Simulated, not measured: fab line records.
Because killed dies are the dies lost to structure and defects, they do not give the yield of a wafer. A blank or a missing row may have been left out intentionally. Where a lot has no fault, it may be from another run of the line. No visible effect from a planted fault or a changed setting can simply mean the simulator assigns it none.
Chamber matching | flow sky130 | SKY_VIA1_CMP_02 on cmp-01 has 4 sister chambers
The step polishes SiO2. 14 wafers are shown with their chamber, then 7 later ones without.

== WAFERS WITH THEIR CHAMBER ==
wafer  | chamber | motor_current_A (A) | slurry_filter_dp_kPa (kPa) | edge_zone_pressure_frac
L393.1 | 2       | 11.4                | 13.58                      | 0.988
L393.5 | 3       | 11.2                | 13.65                      | 1.001
L393.6 | 2       | 12.0                | 13.66                      | 0.994
L395.4 | 3       | 11.4                | 13.75                      | 0.997
L395.5 | 2       | 11.8                | 13.47                      | 1.000
L395.6 | 1       | 13.4                | 13.31                      | 0.996
L396.1 | 0       | 12.8                | 13.31                      | 0.996
L396.2 | 3       | 10.4                | 13.44                      | 0.993
L396.3 | 2       | 11.1                | 13.36                      | 1.004
L398.1 | 3       | 10.8                | 13.42                      | 1.000
L398.3 | 0       | 13.2                | 13.55                      | 1.013
L398.6 | 2       | 11.7                | 13.47                      | 0.988
L403.3 | 2       | 12.1                | 13.62                      | 1.006
L403.4 | 0       | 13.3                | 13.59                      | 1.005

SIGNATURES (averages over the wafers above)
reading                 | chamber 0 | chamber 1 | chamber 2 | chamber 3 | scatter within a chamber
motor_current_A         | 13.100    | 13.400    | 11.683    | 10.950    | 0.379
slurry_filter_dp_kPa    | 13.4833   | 13.3100   | 13.5267   | 13.5650   | 0.137
edge_zone_pressure_frac | 1.00467   | 0.99600   | 0.99667   | 0.99775   | 0.00702
Rule: for each reading, subtract the chamber's mean from the wafer's reading, divide by that reading's scatter and square the result; add these up over the readings and take the root, which gives the wafer's distance from the chamber. The wafer belongs to the nearest chamber; if the next one is less than 2 further off, it can't be placed. How the scatter is found: for the shown wafers, subtract from each reading the mean of its chamber, square and add these, divide the total by (wafers less chambers), then take the root.

== WAFERS WHOSE CHAMBER IS MISSING ==
wafer  | motor_current_A (A) | slurry_filter_dp_kPa (kPa) | edge_zone_pressure_frac
L403.6 | 14.5                | 13.35                      | 0.999
L411.1 | 12.5                | 13.68                      | 0.991
L411.2 | 13.9                | 13.64                      | 0.999
L411.3 | 13.3                | 13.48                      | 1.007
L413.3 | 13.0                | 13.66                      | 0.997
L413.5 | 12.0                | 13.35                      | 1.000
L413.6 | 11.5                | 13.33                      | 1.001

== WHICH CHAMBER EACH WENT THROUGH ==
wafer  | from the rows above               | in truth
L403.6 | can't be placed: 1 or 0           | 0
L411.1 | can't be placed: 2 or 0 or 1 or 3 | 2
L411.2 | can't be placed: 0 or 1           | 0
L411.3 | can't be placed: 0 or 1           | 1
L413.3 | can't be placed: 0 or 1 or 2      | 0
L413.5 | can't be placed: 2 or 0 or 3      | 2
L413.6 | can't be placed: 2 or 3           | 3
Correct placement for 0 of the 7. These rows do not allow placing 7 (true chamber among the candidates in 7). Placed wrongly: 0.
